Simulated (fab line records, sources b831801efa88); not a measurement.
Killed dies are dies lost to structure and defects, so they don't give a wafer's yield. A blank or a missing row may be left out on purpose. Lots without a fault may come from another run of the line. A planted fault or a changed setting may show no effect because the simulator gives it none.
Which tool did it? | flow gf180mcu | 6 lots, 18 wafers sampled, at 3 steps of a route of 602

WHAT THE GAUGES READ, wafer by wafer
GF_HV_LDD_TW_MEAS_23.
lot  | measured     | on            | HV_LDD_2_TW
L426 | day 11 11:37 | film_metro-04 | 1057 1064 1059
L428 | day 12 06:32 | film_metro-04 | 1065 1065 1067
L431 | day 13 01:39 | film_metro-02 | 1080 1073 1080
L434 | day 14 02:21 | film_metro-04 | 1065 1068 1066
L441 | day 16 07:42 | film_metro-04 | 1859 1868 1862
L447 | day 18 07:16 | film_metro-03 | 1073 1066 1075

WHICH TOOL RAN EACH LOT (tool, then ch and the chambers of the sampled wafers, then the start)
lot  | GF_VT_IMPLANT_STRIP_42               | GF_HV_LDD_IMPLANT_21
L426 | plasma_asher-04 ch 0,1, day 8 01:38  | implanter-04 ch 0, day 11 11:23
L428 | plasma_asher-04 ch 0,1, day 8 18:13  | implanter-02 ch 0, day 12 06:18
L431 | plasma_asher-02 ch 0,1, day 9 13:55  | implanter-03 ch 0, day 13 01:24
L434 | plasma_asher-02 ch 0,1, day 10 11:14 | implanter-04 ch 0, day 14 02:06
L441 | plasma_asher-02 ch 0,1, day 12 09:05 | implanter-02 ch 0, day 16 07:27
L447 | plasma_asher-02 ch 0,1, day 14 05:03 | implanter-03 ch 0, day 18 07:01
- GF_VT_IMPLANT_STRIP_42: strips in O2/N2.
- GF_HV_LDD_IMPLANT_21

THE ANSWER, worked out from the rows above alone
Rule: what is usual is taken from the lots themselves. Put in order of their means at a reading, lots are off if they are a third of the lots or fewer, leave a main group of 4 or more, and stand apart from it by a gap of 3 or more times the standard deviation of the main group's means; of several such gaps the widest counts. A main group whose means are all the same, to the digits that the tables above print for the reading, isn't used. A lot without any number at a reading at which 4 lots or more have one is off too. The other lots that the step has rows for count as sound.
Off: L441, at GF_HV_LDD_TW_MEAS_23 (HV_LDD_2_TW). The main group: mean 1068, standard deviation 5.9.
A tool fits if, at a process step before that reading, it ran every lot that is off, and no sound lot after the first of them. The gauges at GF_HV_LDD_TW_MEAS_23 are tried like those tools. Can't be told from this: 2 tools fit, implanter-02 at GF_HV_LDD_IMPLANT_21, film_metro-04 at GF_HV_LDD_TW_MEAS_23.

WHAT THE SIMULATOR HAD PUT IN
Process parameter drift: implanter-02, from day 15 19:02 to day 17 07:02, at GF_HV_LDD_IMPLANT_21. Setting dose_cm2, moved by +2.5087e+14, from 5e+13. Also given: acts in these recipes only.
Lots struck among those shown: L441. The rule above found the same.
